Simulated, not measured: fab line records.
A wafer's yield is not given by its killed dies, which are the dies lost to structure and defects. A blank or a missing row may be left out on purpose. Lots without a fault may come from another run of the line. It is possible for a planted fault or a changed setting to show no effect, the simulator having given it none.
Code-filled problem report in 8D (eight disciplines) form    flow sky130    the parts of the form that need people (team, actions taken, sign-off) are left out

## 1. WHAT WENT WRONG
heater-power-total-W at SKY_VT_ADJUST_HVTP_SOFTBAKE_03 reads a mean of 54.09 W on 6 wafers of 2 lots; wafers without a fault read 56.59 W with a standard deviation of 0.044. That is -57 standard deviations from the usual mean.
The step: time 60 s.
The first sign was on wafer L836.1 at day 7 09:17, on litho-track-04. The record holds 18 wafers of 6 lots with a number at this step. Rule for "out" (also "out of limits"): further than 4 standard deviations from the usual mean. The other wafers with a number count as sound.

## 2. WHAT IT IS; WHAT IT IS NOT
question                     is                                  is not
which readings at this step  heater-power-total-W, plate-temp-C  -
which lots                   L836, L841                          L831, L834, L845, L848
which wafers of those lots   all that have a number              -
read on which tools          litho-track-04                      litho-track-01
when                         from day 7 09:17                    up to then (6 sound wafers); but 6 sound wafers of L845, L848 came after

## 3. THE SUSPECTS, EACH WITH WHAT RULES IT OUT
Counting: a tool at a process step up to the reading stays a suspect if it ran every lot that is out and no sound lot after the first of them.
- rtp-anneal-02 at SKY_NWELL_RTA_28 (time 30 s): ruled out as a lasting fault. Sound lots L845 ran on it after its first lot that is out, L836 (day 6 23:20).
- litho-track-04 at SKY_VT_ADJUST_HVTP_SOFTBAKE_03 (time 60 s): kept. All lots that are out passed through it, beginning with L836 at day 7 09:17, and no sound lot followed; its final sound lot before that point was L834 at day 6 20:32. Its own heater-power-total-W, plate-temp-C readings are out on those wafers.
After counting, what remains is litho-track-04 at SKY_VT_ADJUST_HVTP_SOFTBAKE_03.

## 4. THE CAUSE (what the simulator had put in)
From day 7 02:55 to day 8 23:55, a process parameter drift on litho-track-04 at SKY_VT_ADJUST_HVTP_SOFTBAKE_03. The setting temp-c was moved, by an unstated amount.
Only this tool survived the counting.

## 5. SEQUENCE OF EFFECTS, ordered by route
One row per reading whose mean, taken over the struck wafers that have a number, lies over 3 standard deviations from the usual. Scope: only readings with a usual standard deviation given in the record; hours: median across lots of the time from each lot's start at the first step in this table that gives one to its start at this step; sigmas: change in usual standard deviations.
hours  step                            reading               usual    on struck wafers  change  sigmas
0      SKY_VT_ADJUST_HVTP_SOFTBAKE_03  heater-power-total-W  56.59 W  54.09             -2.50   -57
0      SKY_VT_ADJUST_HVTP_SOFTBAKE_03  plate-temp-C          89.98 C  87.16             -2.83   -22
The process steps in it:
- SKY_VT_ADJUST_HVTP_SOFTBAKE_03: time 60 s.
Later steps that measure or inspect, where all struck wafers having a row at the step show a number for every such reading and not one has moved that far: SKY_VT_ADJUST_HVTP_CD_MEAS_07, SKY_VT_ADJUST_HVTP_OVL_MEAS_08, SKY_VT_ADJUST_HVTP_TW_MEAS_11.

## 6. WHAT WOULD HAVE CAUGHT IT SOONER
In this record no reading fell out of limits until day 7 09:17, 6 hours after the fault had begun at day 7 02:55.
